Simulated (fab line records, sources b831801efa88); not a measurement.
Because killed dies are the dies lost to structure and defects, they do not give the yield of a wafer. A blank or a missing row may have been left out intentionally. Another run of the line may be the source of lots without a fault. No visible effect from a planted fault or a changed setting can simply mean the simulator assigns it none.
fab line records	flow sky130
record lots=7	wafers=21	last-day=50
route steps=708 shown VIA2@525 METAL3@532 CAPM@537 PAD_OPEN@708
lots untouched by any fault: they come from a run of this same line in which no faults occurred
start-h: the number of hours between the record's first day and the start of the first shown wafer of the lot	wait-h: hours from the lot's prior step to this one	" same as the row above	L1.1+2: several wafers, shown together as one row	- no value, or no start given	* or withheld: withheld	< > ~ a bound
route shown NAME@n: NAME is a module with steps in the file, n the number in the route of the first one	usual: the fault-free wafers' mean and standard deviation	same: alike in all rows	chamber/n: place in a boat	sites: readings site by site	_std_site: standard deviation across them	_edge_site: the outer-site mean with the inner-site mean subtracted	radius-mm: how far each site lies from the wafer's centre	mask NAME#n: copy n	behind: the most recent tool/chamber to have shaped the wafer	hold: why the lot was held/for how many hours/how that ended	device: the transistor (n, p or np) that didn't switch	end of line: the tests these same wafers got at the end of their route	for a step that has no rows: nothing shown but its recipe	killed: not the wafer's yield, but the dies lost to structure and defects at the first sort	map: a wafer's dies, marking killed ones x, the rest . and places with no die _
set.NAME: the setting as run; set.NAME@STEP: as run at that earlier step	model.NAME: the simulator's own value behind a step, which no gauge read
lots seen at some steps along the route; tables by step, rows by wafer
services: a tool's chamber out of use, with start hour (start-h, from the record's first day; less than 0 if before it), hours out, and reason
## steps
# step SKY_VIA2_CLEAN_18
# recipe chemistry=IPA	time-s=180	temp-c=25
# step SKY_VIA2_CLEAN_19
# recipe chemistry=O3/DIW	dry=n2-spin
# step SKY_VIA2_SPUTTER_20
# recipe material=TiN	target-thk-nm=20	chamber-pressure-pa=5	power-w=4000	time-s=80
# step SKY_VIA2_CVD_21
# recipe material=W	target-thk-nm=420	time-s=126.4	temp-c=400	pressure-torr=40
# usual chamber-pressure-Torr=40.02/0.082	heater-power-outer-w=520/75	heater-power-w=857/99	susceptor-temp-C=399.99/0.24
lot.wafer	tool	chamber	start-h	wait-h	chamber-pressure-Torr	heater-power-outer-w	heater-power-w	susceptor-temp-C
L351.1	cvd-w-01	0	856.00	0.0	40.09	575	976	400.21
L351.5	"	0	"	"	40.11	578	932	400.14
L351.6	"	1	"	"	39.93	457	787	400.55
L357.1	cvd-w-01	0	905.99	0.0	39.88	610	917	399.90
L357.2	"	1	"	"	40.03	464	770	400.04
L357.4	"	0	"	"	39.95	603	956	399.83
L359.1	cvd-w-01	0	908.90	0.0	40.00	604	966	400.53
L359.2	"	1	"	"	40.14	462	745	400.21
L359.4	"	1	"	"	39.95	445	787	400.11
L358.2	cvd-w-01	0	909.03	0.1	39.95	591	953	399.87
L358.3	"	1	"	"	39.90	448	779	400.50
L358.6	"	1	"	"	40.08	459	784	400.16
L365.1	cvd-w-02	0	952.06	0.0	39.96	411	718	399.70
L365.2	"	1	"	"	40.06	563	937	399.52
L365.4	"	0	"	"	40.06	409	694	399.76
L367.1	cvd-w-01	0	970.05	0.0	39.98	598	970	400.04
L367.5	"	0	"	"	39.96	607	963	399.91
L367.6	"	1	"	"	40.09	456	771	400.43
L370.2	cvd-w-01	0	996.04	0.0	40.05	588	956	399.72
L370.3	"	0	"	"	40.07	595	974	399.60
L370.4	"	1	"	"	39.92	449	791	399.81
# step SKY_VIA2_RS_MEAS_22
# recipe thk-meas-gauge=four-point-probe	reads=W_of_VIA2_CVD_21+TiN_of_VIA2_SPUTTER_20
# usual VIA2_W_RS=0.274/0.0032
lot.wafer	tool	chamber	start-h	wait-h	VIA2_W_RS[ohm/sq]
L351.1	film-metro-03	-	856.13	0.1	0.272
L351.5	"	-	"	"	0.275
L351.6	"	-	"	"	0.268
L357.1	film-metro-01	-	906.12	0.1	0.272
L357.2	"	-	"	"	0.271
L357.4	"	-	"	"	0.272
L359.1	film-metro-02	-	909.03	0.1	0.274
L359.2	"	-	"	"	0.274
L359.4	"	-	"	"	0.272
L358.2	film-metro-03	-	909.18	0.1	0.280
L358.3	"	-	"	"	0.272
L358.6	"	-	"	"	0.274
L365.1	film-metro-01	-	952.19	0.1	0.271
L365.2	"	-	"	"	0.271
L365.4	"	-	"	"	0.273
L367.1	film-metro-03	-	970.18	0.1	0.279
L367.5	"	-	"	"	0.277
L367.6	"	-	"	"	0.274
L370.2	film-metro-01	-	996.19	0.1	0.275
L370.3	"	-	"	"	0.280
L370.4	"	-	"	"	0.273
# step SKY_VIA2_THK_MEAS_23
# recipe thk-meas-gauge=xrf	reads=W_of_VIA2_CVD_21
# usual VIA2_W_THK=435/6.6
lot.wafer	tool	chamber	start-h	wait-h	VIA2_W_THK[nm]
L351.1	film-metro-03	-	856.25	0.1	433
L351.5	"	-	"	"	430
L351.6	"	-	"	"	440
L357.1	film-metro-01	-	906.24	0.1	432
L357.2	"	-	"	"	434
L357.4	"	-	"	"	431
L359.1	film-metro-02	-	909.15	0.1	441
L359.2	"	-	"	"	443
L359.4	"	-	"	"	446
L358.2	film-metro-03	-	909.29	0.1	419
L358.3	"	-	"	"	436
L358.6	"	-	"	"	432
L365.1	film-metro-01	-	952.31	0.1	436
L365.2	"	-	"	"	440
L365.4	"	-	"	"	434
L367.1	film-metro-03	-	970.30	0.1	430
L367.5	"	-	"	"	434
L367.6	"	-	"	"	439
L370.2	film-metro-01	-	996.30	0.1	432
L370.3	"	-	"	"	421
L370.4	"	-	"	"	430
# step SKY_VIA2_CMP_24
# recipe stop-on=SiO2	t-overpolish-s=20	down-force-psi=3.5	platen-rpm=60	target-thk-nm=0	pad-velocity-m-s=0.94248
# step SKY_METAL3_SPUTTER_00
# recipe material=Ti	target-thk-nm=15	power-w=3000	time-s=10	chamber-pressure-pa=0.4
# usual throttle-valve-pct=30.5/1.4
lot.wafer	tool	chamber	start-h	wait-h	throttle-valve-pct
L351.1	pvd-sputter-04	-	856.61	0.1	30.9
L351.5	"	-	"	"	28.0
L351.6	"	-	"	"	31.6
L357.1	pvd-sputter-04	-	906.60	0.2	30.2
L357.2	"	-	"	"	31.7
L357.4	"	-	"	"	27.7
L359.1	pvd-sputter-02	-	909.51	0.2	28.5
L359.2	"	-	"	"	30.2
L359.4	"	-	"	"	28.4
L358.2	pvd-sputter-01	-	909.64	0.2	32.0
L358.3	"	-	"	"	32.1
L358.6	"	-	"	"	32.4
L365.1	pvd-sputter-02	-	952.67	0.2	29.3
L365.2	"	-	"	"	28.4
L365.4	"	-	"	"	28.6
L367.1	pvd-sputter-01	-	970.66	0.1	32.0
L367.5	"	-	"	"	32.0
L367.6	"	-	"	"	29.9
L370.2	pvd-sputter-02	-	996.65	0.2	28.5
L370.3	"	-	"	"	30.6
L370.4	"	-	"	"	28.5
# step SKY_METAL3_SPUTTER_01
# recipe material=TiN	target-thk-nm=20	power-w=6500	time-s=16.7	chamber-pressure-pa=0.4
# step SKY_METAL3_SPUTTER_02
# recipe material=AlCu	target-thk-nm=735	power-w=10600	time-s=37.31	chamber-pressure-pa=0.4
# usual throttle-valve-pct=30.5/1.4
lot.wafer	tool	chamber	start-h	wait-h	throttle-valve-pct
L351.1	pvd-sputter-04	-	856.66	0.0	31.1
L351.5	"	-	"	"	27.6
L351.6	"	-	"	"	31.7
L357.1	pvd-sputter-04	-	906.65	0.0	30.1
L357.2	"	-	"	"	31.7
L357.4	"	-	"	"	27.6
L359.1	pvd-sputter-02	-	909.56	0.0	28.1
L359.2	"	-	"	"	30.4
L359.4	"	-	"	"	28.5
L358.2	pvd-sputter-01	-	909.69	0.0	31.6
L358.3	"	-	"	"	32.2
L358.6	"	-	"	"	32.3
L365.1	pvd-sputter-02	-	952.72	0.0	29.5
L365.2	"	-	"	"	28.4
L365.4	"	-	"	"	28.3
L367.1	pvd-sputter-01	-	970.71	0.0	32.1
L367.5	"	-	"	"	31.9
L367.6	"	-	"	"	29.9
L370.2	pvd-sputter-02	-	996.70	0.0	28.3
L370.3	"	-	"	"	30.5
L370.4	"	-	"	"	28.3
# step SKY_METAL3_SPUTTER_03
# recipe material=Ti	target-thk-nm=5	power-w=3000	time-s=3.3	chamber-pressure-pa=0.4
# usual throttle-valve-pct=30.5/1.4
lot.wafer	tool	chamber	start-h	wait-h	throttle-valve-pct
L351.1	pvd-sputter-04	-	856.70	0.0	31.2
L351.5	"	-	"	"	27.7
L351.6	"	-	"	"	31.6
L357.1	pvd-sputter-04	-	906.69	0.0	30.2
L357.2	"	-	"	"	31.9
L357.4	"	-	"	"	27.6
L359.1	pvd-sputter-02	-	909.60	0.0	28.8
L359.2	"	-	"	"	30.4
L359.4	"	-	"	"	28.5
L358.2	pvd-sputter-01	-	909.73	0.0	32.1
L358.3	"	-	"	"	32.2
L358.6	"	-	"	"	32.4
L365.1	pvd-sputter-02	-	952.75	0.0	29.4
L365.2	"	-	"	"	28.5
L365.4	"	-	"	"	28.6
L367.1	pvd-sputter-01	-	970.75	0.0	32.1
L367.5	"	-	"	"	32.3
L367.6	"	-	"	"	29.9
L370.2	pvd-sputter-02	-	996.74	0.0	28.3
L370.3	"	-	"	"	30.4
L370.4	"	-	"	"	28.4
# step SKY_METAL3_SPUTTER_04
# recipe material=TiN	target-thk-nm=70	power-w=6500	time-s=58.3	chamber-pressure-pa=0.4
# step SKY_CAPM_CVD_00
# recipe material=SiO2	target-thk-nm=15.5	temp-c=400	time-s=withheld	rf-w=450
# usual heater-power-outer-w=391/50	heater-power-w=662/70	susceptor-temp-C=400.01/0.22
lot.wafer	tool	chamber	start-h	wait-h	heater-power-outer-w	heater-power-w	susceptor-temp-C
L351.1	pecvd-02	0	856.77	0.0	366	632	400.27
L351.5	"	2	"	"	356	621	400.09
L351.6	"	0	"	"	360	603	400.03
L357.1	pecvd-02	2	906.76	0.0	-	-	-
L357.2	"	1	"	"	-	-	-
L357.4	"	2	"	"	-	-	-
L359.1	pecvd-03	0	909.66	0.0	-	-	-
L359.2	"	2	"	"	-	-	-
L359.4	"	2	"	"	-	-	-
L358.2	pecvd-04	0	909.79	0.0	-	-	-
L358.3	"	2	"	"	-	-	-
L358.6	"	0	"	"	-	-	-
L365.1	pecvd-04	2	952.82	0.0	405	687	400.36
L365.2	"	0	"	"	384	628	400.17
L365.4	"	0	"	"	382	646	400.21
L367.1	pecvd-03	2	970.82	0.0	316	569	399.58
L367.5	"	2	"	"	319	567	400.19
L367.6	"	1	"	"	468	781	400.62
L370.2	pecvd-02	2	996.81	0.0	378	676	400.07
L370.3	"	0	"	"	376	637	399.82
L370.4	"	1	"	"	370	606	400.27
# step SKY_CAPM_SPUTTER_02
# recipe material=TiN	target-thk-nm=200	temp-c=300	power-w=6500	time-s=166.7	chamber-pressure-pa=0.4
# usual susceptor-temp-C=300.02/0.19	throttle-valve-pct=29.7/1
lot.wafer	tool	chamber	start-h	wait-h	susceptor-temp-C	throttle-valve-pct
L351.1	pvd-sputter-03	-	856.86	0.1	299.88	30.1
L351.5	"	-	"	"	300.19	29.0
L351.6	"	-	"	"	300.09	28.8
L357.1	pvd-sputter-03	-	906.85	0.1	300.21	28.8
L357.2	"	-	"	"	299.98	30.1
L357.4	"	-	"	"	300.29	29.6
L359.1	pvd-sputter-03	-	909.74	0.1	300.00	30.0
L359.2	"	-	"	"	299.98	29.4
L359.4	"	-	"	"	299.98	28.9
L358.2	pvd-sputter-04	-	909.87	0.0	300.18	31.2
L358.3	"	-	"	"	300.00	30.4
L358.6	"	-	"	"	300.07	27.6
L365.1	pvd-sputter-03	-	952.90	0.1	299.89	30.3
L365.2	"	-	"	"	299.83	28.8
L365.4	"	-	"	"	300.00	29.0
L367.1	pvd-sputter-02	-	970.90	0.1	300.04	29.7
L367.5	"	-	"	"	299.67	30.6
L367.6	"	-	"	"	299.80	29.7
L370.2	pvd-sputter-04	-	996.89	0.0	300.33	31.8
L370.3	"	-	"	"	299.81	31.0
L370.4	"	-	"	"	299.92	30.1
# step SKY_PAD_OPEN_PROBE_99
# usual defect-limited-yield=82.2/1.9	killed_at_M0_to_M3=43/6.3	killed_at_M4_up=3.3/1.7	killed-at-contacts=24/5.4	killed-at-front-end=16/4.6	killed-at-other=0.4/0.7	killed-dies=87/9.4	killed-on-rim=17/3.9	killed-open=47/6.9	killed-short=39/6.1	sort_bin_3_pad_short=0.9/0.45	sort_bin_5_function=10.6/1.5	sort_bin_6_memory=6.3/1.2	sort-n-pass=405/9.4	sort-yield-pct=82.2/1.9
# same gross-dies=492	killed-at-back-side=0	sort_bin_4_leakage[%]=0	sort_bin_8_speed[%]=0
lot.wafer	tool	chamber	start-h	wait-h	defect-limited-yield[%]	killed_at_M0_to_M3	killed_at_M4_up	killed-at-contacts	killed-at-front-end	killed-at-other	killed-dies	killed-on-rim	killed-open	killed-short	sort_bin_3_pad_short[%]	sort_bin_5_function[%]	sort_bin_6_memory[%]	sort-n-pass	sort-yield-pct[%]
L351.1	prober-01	-	1083.65	0.1	82.9	44	4	21	15	0	84	20	50	34	1.2	10.6	5.3	408	82.9
L351.5	prober-01	-	1083.85	0.2	86.0	38	3	12	16	0	69	12	44	25	0.2	8.7	5.1	423	86.0
L351.6	prober-01	-	1083.90	0.2	79.7	49	8	22	21	0	100	15	51	49	0.8	12.8	6.7	392	79.7
L357.1	prober-01	-	1119.46	0.1	0	40	4	29	16	403	492	96	49	41	1.0	91.5	7.5	0	0
L357.2	prober-01	-	1119.51	0.1	0	38	1	20	24	409	492	96	42	42	0.4	92.5	7.1	0	0
L357.4	prober-01	-	1119.61	0.2	0	46	2	20	15	409	492	96	48	36	0.4	93.1	6.5	0	0
L359.1	prober-02	-	1123.95	0.1	0	49	5	20	15	403	492	96	43	45	1.6	93.1	5.3	0	0
L359.2	prober-02	-	1124.00	0.1	0	42	6	21	18	405	492	96	47	38	1.8	92.9	5.3	0	0
L359.4	prober-02	-	1124.10	0.2	0	39	3	26	20	404	492	96	59	29	0.2	92.5	7.3	0	0
L358.2	prober-01	-	1124.49	0.1	0	35	7	15	22	413	492	96	41	38	0.4	93.3	6.3	0	0
L358.3	prober-01	-	1124.54	0.2	0	53	1	32	11	395	492	96	47	49	0.4	92.1	7.5	0	0
L358.6	prober-01	-	1124.69	0.2	0	48	3	29	22	390	492	96	50	51	1.0	91.7	7.3	0	0
L365.1	prober-01	-	1156.97	0.1	82.3	35	3	36	12	1	87	14	51	34	1.0	7.1	9.6	405	82.3
L365.2	prober-01	-	1157.02	0.1	81.9	43	2	27	17	0	89	14	51	37	0.4	11.6	6.1	403	81.9
L365.4	prober-01	-	1157.12	0.2	78.9	48	2	35	19	0	104	19	58	45	0.8	12.4	7.9	388	78.9
L367.1	prober-01	-	1171.15	0.1	80.9	51	2	26	15	0	94	22	52	42	0.4	10.6	8.1	398	80.9
L367.5	prober-01	-	1171.35	0.2	80.1	49	6	26	17	0	98	19	52	46	1.4	11.0	7.5	394	80.1
L367.6	prober-01	-	1171.40	0.2	83.1	45	0	20	18	0	83	16	47	36	0.2	10.6	6.1	409	83.1
L370.2	prober-02	-	1189.38	0.1	85.0	41	5	20	7	1	74	19	39	35	0.2	9.1	5.7	418	85.0
L370.3	prober-02	-	1189.43	0.2	84.8	41	1	19	14	0	75	13	34	41	0.4	7.7	7.1	417	84.8
L370.4	prober-02	-	1189.48	0.2	87.0	34	2	15	11	2	64	12	36	28	1.4	8.5	3.0	428	87.0
# killed by level:class
L351.1 VIA1:geometric-particle:open=11 CONTACT:geometric-particle:open=8 VIA2:geometric-particle:open=8 VIA3:geometric-particle:open=6 METAL1:geometric-particle:short=6 FIELD_ISO:geometric-particle:short=5 FIELD_ISO:geometric-particle:open=5 VIA1:geometric-particle:short=4
L351.5 VIA1:geometric-particle:open=12 FIELD_ISO:geometric-particle:open=7 VIA2:geometric-particle:open=5 VIA3:geometric-particle:open=5 CONTACT:geometric-particle:short=4 CONTACT:geometric-particle:open=4 METAL1:geometric-particle:short=4 VIA3:geometric-particle:short=3
L351.6 VIA1:geometric-particle:open=13 FIELD_ISO:geometric-particle:short=8 FIELD_ISO:geometric-particle:open=7 LI_CONTACT:geometric-particle:short=7 METAL3:geometric-particle:short=6 VIA3:geometric-particle:open=6 CONTACT:geometric-particle:open=5 LI_CONTACT:geometric-particle:open=4
L357.1 CAPM:area-cvd=400 CONTACT:geometric-particle:open=11 VIA1:geometric-particle:open=8 FIELD_ISO:geometric-particle:open=7 LI_CONTACT:geometric-particle:open=7 LOCAL_INTERCONNECT:geometric-particle:short=7 METAL2:geometric-particle:short=7 VIA3:geometric-particle:open=7
L357.2 CAPM:area-cvd=407 VIA1:geometric-particle:open=9 FIELD_ISO:geometric-particle:short=6 VIA3:geometric-particle:open=6 VIA2:geometric-particle:open=6 VIA2:geometric-particle:short=5 LI_CONTACT:geometric-particle:open=5 CONTACT:geometric-particle:open=5
L357.4 CAPM:area-cvd=408 VIA1:geometric-particle:open=13 LI_CONTACT:geometric-particle:open=9 METAL2:geometric-particle:short=8 VIA3:geometric-particle:open=7 VIA1:geometric-particle:short=6 FIELD_ISO:geometric-particle:short=5 LI_CONTACT:geometric-particle:short=4
L359.1 CAPM:area-cvd=403 VIA1:geometric-particle:open=12 METAL1:geometric-particle:short=8 CONTACT:geometric-particle:open=7 VIA3:geometric-particle:open=7 VIA1:geometric-particle:short=6 LI_CONTACT:geometric-particle:open=5 METAL2:geometric-particle:short=5
L359.2 CAPM:area-cvd=405 VIA2:geometric-particle:open=11 CONTACT:geometric-particle:open=9 VIA1:geometric-particle:short=7 VIA1:geometric-particle:open=7 FIELD_ISO:geometric-particle:open=6 METAL1:geometric-particle:short=6 FIELD_ISO:geometric-particle:short=5
L359.4 CAPM:area-cvd=404 LI_CONTACT:geometric-particle:open=11 CONTACT:geometric-particle:open=9 VIA3:geometric-particle:open=9 VIA1:geometric-particle:open=9 VIA2:geometric-particle:open=8 FIELD_ISO:geometric-particle:open=6 FIELD_ISO:geometric-particle:short=5
L358.2 CAPM:area-cvd=413 VIA1:geometric-particle:open=10 LI_CONTACT:geometric-particle:open=5 METAL1:geometric-particle:short=5 FIELD_ISO:geometric-particle:open=4 FIELD_ISO:geometric-particle:short=4 POLY_GATE:geometric-particle:short=4 VIA2:geometric-particle:open=4
L358.3 CAPM:area-cvd=395 VIA2:geometric-particle:open=13 CONTACT:geometric-particle:open=10 METAL2:geometric-particle:short=10 VIA1:geometric-particle:open=8 LI_CONTACT:geometric-particle:open=7 CONTACT:geometric-particle:short=7 VIA1:geometric-particle:short=6
L358.6 CAPM:area-cvd=390 VIA1:geometric-particle:open=12 CONTACT:geometric-particle:open=9 LI_CONTACT:geometric-particle:open=8 CONTACT:geometric-particle:short=7 FIELD_ISO:geometric-particle:open=6 METAL1:geometric-particle:short=6 METAL2:geometric-particle:short=6
L365.1 CONTACT:geometric-particle:open=13 LI_CONTACT:geometric-particle:open=8 VIA2:geometric-particle:open=8 CONTACT:geometric-particle:short=7 METAL1:geometric-particle:short=6 LOCAL_INTERCONNECT:geometric-particle:short=5 VIA1:geometric-particle:open=5 VIA3:geometric-particle:open=4
L365.2 CONTACT:geometric-particle:open=13 LI_CONTACT:geometric-particle:open=7 VIA3:geometric-particle:open=7 VIA1:geometric-particle:open=7 METAL1:geometric-particle:short=5 FIELD_ISO:geometric-particle:short=4 POLY_GATE:geometric-particle:short=4 LOCAL_INTERCONNECT:geometric-particle:short=4
L365.4 CONTACT:geometric-particle:open=17 METAL2:geometric-particle:short=11 VIA1:geometric-particle:open=10 LI_CONTACT:geometric-particle:open=8 METAL1:geometric-particle:short=8 VIA3:geometric-particle:open=7 FIELD_ISO:geometric-particle:open=5 VIA2:geometric-particle:short=5
L367.1 VIA2:geometric-particle:open=16 VIA1:geometric-particle:open=12 CONTACT:geometric-particle:short=8 LI_CONTACT:geometric-particle:open=6 METAL2:geometric-particle:short=6 CONTACT:geometric-particle:open=6 VIA1:geometric-particle:short=5 POLY_GATE:geometric-particle:short=4
L367.5 VIA1:geometric-particle:open=12 LI_CONTACT:geometric-particle:open=10 METAL2:geometric-particle:short=9 CONTACT:geometric-particle:open=8 METAL1:geometric-particle:short=6 LOCAL_INTERCONNECT:geometric-particle:short=5 VIA2:geometric-particle:open=5 METAL4:geometric-particle:short=5
L367.6 VIA1:geometric-particle:open=12 VIA2:geometric-particle:open=8 VIA3:geometric-particle:open=7 CONTACT:geometric-particle:open=6 METAL2:geometric-particle:short=6 VIA2:geometric-particle:short=5 FIELD_ISO:geometric-particle:open=4 SPACER:geometric-particle:short=4
L370.2 VIA2:geometric-particle:open=10 VIA1:geometric-particle:open=8 METAL1:geometric-particle:short=6 LI_CONTACT:geometric-particle:short=4 LI_CONTACT:geometric-particle:open=4 LOCAL_INTERCONNECT:geometric-particle:short=4 CONTACT:geometric-particle:open=4 METAL2:geometric-particle:short=4
L370.3 VIA1:geometric-particle:open=11 CONTACT:geometric-particle:open=6 METAL3:geometric-particle:short=6 METAL1:geometric-particle:short=5 VIA1:geometric-particle:short=5 LI_CONTACT:geometric-particle:short=4 CONTACT:geometric-particle:short=4 METAL2:geometric-particle:short=4
L370.4 VIA1:geometric-particle:open=7 FIELD_ISO:geometric-particle:open=5 LI_CONTACT:geometric-particle:open=5 CONTACT:geometric-particle:open=5 VIA1:geometric-particle:short=5 METAL2:geometric-particle:short=5 VIA3:geometric-particle:open=4 METAL1:geometric-particle:short=4
# map L357.1 (x killed, . not)
__________xxxxxxxxxx_________
________xxxxxxxxxxxxxx_______
______xxxxxxxxxxxxxxxxxx_____
_____xxxxxxxxxxxxxxxxxxxx____
____xxxxxxxxxxxxxxxxxxxxxx___
___xxxxxxxxxxxxxxxxxxxxxxxx__
__xxxxxxxxxxxxxxxxxxxxxxxxxx_
_xxxxxxxxxxxxxxxxxxxxxxxxxxxx
_xxxxxxxxxxxxxxxxxxxxxxxxxxxx
_xxxxxxxxxxxxxxxxxxxxxxxxxxxx
_xxxxxxxxxxxxxxxxxxxxxxxxxxxx
_xxxxxxxxxxxxxxxxxxxxxxxxxxxx
_xxxxxxxxxxxxxxxxxxxxxxxxxxxx
_xxxxxxxxxxxxxxxxxxxxxxxxxxxx
_xxxxxxxxxxxxxxxxxxxxxxxxxxxx
__xxxxxxxxxxxxxxxxxxxxxxxxxx_
___xxxxxxxxxxxxxxxxxxxxxxxx__
____xxxxxxxxxxxxxxxxxxxxxx___
_____xxxxxxxxxxxxxxxxxxxx____
______xxxxxxxxxxxxxxxxxx_____
________xxxxxxxxxxxxxx_______
__________xxxxxxxxxx_________
# map L358.2 (x killed, . not)
__________xxxxxxxxxx_________
________xxxxxxxxxxxxxx_______
______xxxxxxxxxxxxxxxxxx_____
_____xxxxxxxxxxxxxxxxxxxx____
____xxxxxxxxxxxxxxxxxxxxxx___
___xxxxxxxxxxxxxxxxxxxxxxxx__
__xxxxxxxxxxxxxxxxxxxxxxxxxx_
_xxxxxxxxxxxxxxxxxxxxxxxxxxxx
_xxxxxxxxxxxxxxxxxxxxxxxxxxxx
_xxxxxxxxxxxxxxxxxxxxxxxxxxxx
_xxxxxxxxxxxxxxxxxxxxxxxxxxxx
_xxxxxxxxxxxxxxxxxxxxxxxxxxxx
_xxxxxxxxxxxxxxxxxxxxxxxxxxxx
_xxxxxxxxxxxxxxxxxxxxxxxxxxxx
_xxxxxxxxxxxxxxxxxxxxxxxxxxxx
__xxxxxxxxxxxxxxxxxxxxxxxxxx_
___xxxxxxxxxxxxxxxxxxxxxxxx__
____xxxxxxxxxxxxxxxxxxxxxx___
_____xxxxxxxxxxxxxxxxxxxx____
______xxxxxxxxxxxxxxxxxx_____
________xxxxxxxxxxxxxx_______
__________xxxxxxxxxx_________
## services
tool	chamber	start-h	hours	kind
cvd-w-01	-	851.67	2.8	pm
pecvd-02	1	854.26	5.5	scheduled-down
pvd-sputter-03	-	860.00	0.5	repair
pecvd-03	-	867.27	0.8	pm
pvd-sputter-01	-	874.15	2.3	repair
pvd-sputter-02	2	883.49	-	consumable-replace:kit
pvd-sputter-02	2	883.49	18.0	scheduled-down
pvd-sputter-02	2	883.49	18.0	vent-cycle
pecvd-02	0	884.89	2.1	scheduled-down
pecvd-02	2	885.39	-	calibration
pecvd-03	-	886.10	3.3	repair
cvd-w-02	-	904.00	14.0	pm
pecvd-02	0	904.39	4.4	repair
pecvd-02	1	909.41	2.1	scheduled-down
pvd-sputter-04	0	915.95	-	consumable-replace:kit
pvd-sputter-04	0	915.95	18.0	scheduled-down
pvd-sputter-04	0	915.95	18.0	vent-cycle
pecvd-04	-	923.31	2.8	pm
pecvd-04	-	947.63	0.7	repair
pecvd-03	-	949.84	4.3	pm
cvd-w-02	-	950.79	0.5	repair
pvd-sputter-01	3	969.04	-	consumable-replace:kit
pvd-sputter-01	3	969.04	18.0	scheduled-down
pvd-sputter-01	3	969.04	18.0	vent-cycle
## key
first-sign step=SKY_CAPM_CVD_00	reading=tool-record	direction=missing
effect step=SKY_PAD_OPEN_PROBE_99	reading=killed-at-other	direction=up	sigmas=99+	usual=0.4	struck=403.4
more-kills-born-at SKY_CAPM_CVD_00@pecvd-02=1215	SKY_CAPM_CVD_00@pecvd-03=1211	SKY_CAPM_CVD_00@pecvd-04=1198
met-at SKY_CAPM_CVD_00
struck-wafers L357.1,L357.2,L357.4,L358.2,L358.3,L358.6,L359.1,L359.2,L359.4
later-rows-left-out L357.1,L357.2,L357.4,L358.2,L358.3,L358.6,L359.1,L359.2,L359.4
onset-between 856.77 906.76
fault kind=skipped-step-whole	tool=pecvd-02,pecvd-03,pecvd-04	chamber=-	onset-h=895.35	steps=SKY_CAPM_CVD_00	scope=struck-lots-only
# later-rows-left-out: the simulator's readings of these wafers behind a module that went badly wrong aren't trusted and aren't shown, but for the sort
